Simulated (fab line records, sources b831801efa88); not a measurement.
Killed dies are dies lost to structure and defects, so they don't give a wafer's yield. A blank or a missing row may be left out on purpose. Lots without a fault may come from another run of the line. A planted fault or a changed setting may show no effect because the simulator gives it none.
Problem report in the 8D (eight disciplines) form, filled by code | flow sky130 | the parts of the form that need people (team, actions taken, sign-off) are left out

1. THE PROBLEM
cathode_dc_power_W at SKY_METAL4_SPUTTER_03 reads a mean of 3428.2 W on 1 wafer of 1 lot; wafers without a fault read 3000.0 W with a standard deviation of 0.57. That is +99 or more standard deviations from the usual mean.
The step: material Ti, target thk 5 nm, time 3.3 s.
First seen on wafer L658.5, day 42 09:19, on pvd_sputter-03. The record holds 36 wafers of 12 lots with a number at this step. Rule for "out", or "out of limits": more than 4 standard deviations from the usual mean. The other wafers with a number count as sound.

2. WHAT IT IS AND WHAT IT IS NOT
question                    | is                 | is not
which readings at this step | cathode_dc_power_W | throttle_valve_pct
which lots                  | L658               | L649, L650, L662, L663, L664, L666, L667, L668, L670, L671, L672
which wafers of those lots  | L658.5             | L658.4, L658.6
read on which tools         | pvd_sputter-03     | pvd_sputter-02, pvd_sputter-04
when                        | from day 42 09:19  | up to then (8 sound wafers); but 27 sound wafers of L662, L663, L664, L666, L667, L668, L670, L671, L672 came after

3. SUSPECTS, AND WHAT RULES EACH OUT
Counting: a tool at a process step up to the reading stays a suspect if it ran every lot that is out. Sound lots after the first of them don't rule it out here, since some wafers of a struck lot are sound.
- rie_diel-03 at SKY_VIA3_ETCH_15 (etches SiO2 in C4F8/O2/Ar, stops on TiN, target depth 507 nm, time 78 s): kept. It ran the lot that is out, L658 (day 42 07:51).
- pvd_sputter-01 at SKY_VIA3_SPUTTER_20 (material TiN, target thk 20 nm, time 80 s): kept. It ran the lot that is out, L658 (day 42 08:34).
- pvd_sputter-03 at SKY_METAL4_SPUTTER_03 (material Ti, target thk 5 nm, time 3.3 s): kept. It ran the lot that is out, L658 (day 42 09:19); its last sound lot up to then is L650 (day 40 07:35). Its own readings are out on those wafers: cathode_dc_power_W.
- Within rie_diel-03 at SKY_VIA3_ETCH_15: the wafers that are out ran in chamber 3; their sound lot-mates ran in chambers 0, 1.
Left after counting: rie_diel-03 at SKY_VIA3_ETCH_15, pvd_sputter-01 at SKY_VIA3_SPUTTER_20, pvd_sputter-03 at SKY_METAL4_SPUTTER_03.

4. THE CAUSE (what the simulator had put in)
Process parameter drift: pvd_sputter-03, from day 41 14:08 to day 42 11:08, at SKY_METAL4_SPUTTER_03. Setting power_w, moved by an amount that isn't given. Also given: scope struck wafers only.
Counting left 3 suspects, and this tool is among them.

5. THE CHAIN OF EFFECTS, in route order
Each row: a reading whose mean over the struck wafers that have a number lies more than 3 standard deviations from the usual. Only readings for which the record gives a usual standard deviation are gone through. hours: the time from each lot's start at the first step in this table that gives one to its start at this step, as a median over the lots. sigmas: the change in usual standard deviations.
hours | step                  | reading            | usual    | on struck wafers | change | sigmas
0     | SKY_METAL4_SPUTTER_03 | cathode_dc_power_W | 3000.0 W | 3428.2           | +428.2 | +99 or more
The process steps in it:
- SKY_METAL4_SPUTTER_03: material Ti, target thk 5 nm, time 3.3 s.

6. WHAT WOULD HAVE CAUGHT IT SOONER
In this record the first reading out of limits was taken at day 42 09:19, 19 hours after the fault began at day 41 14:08.
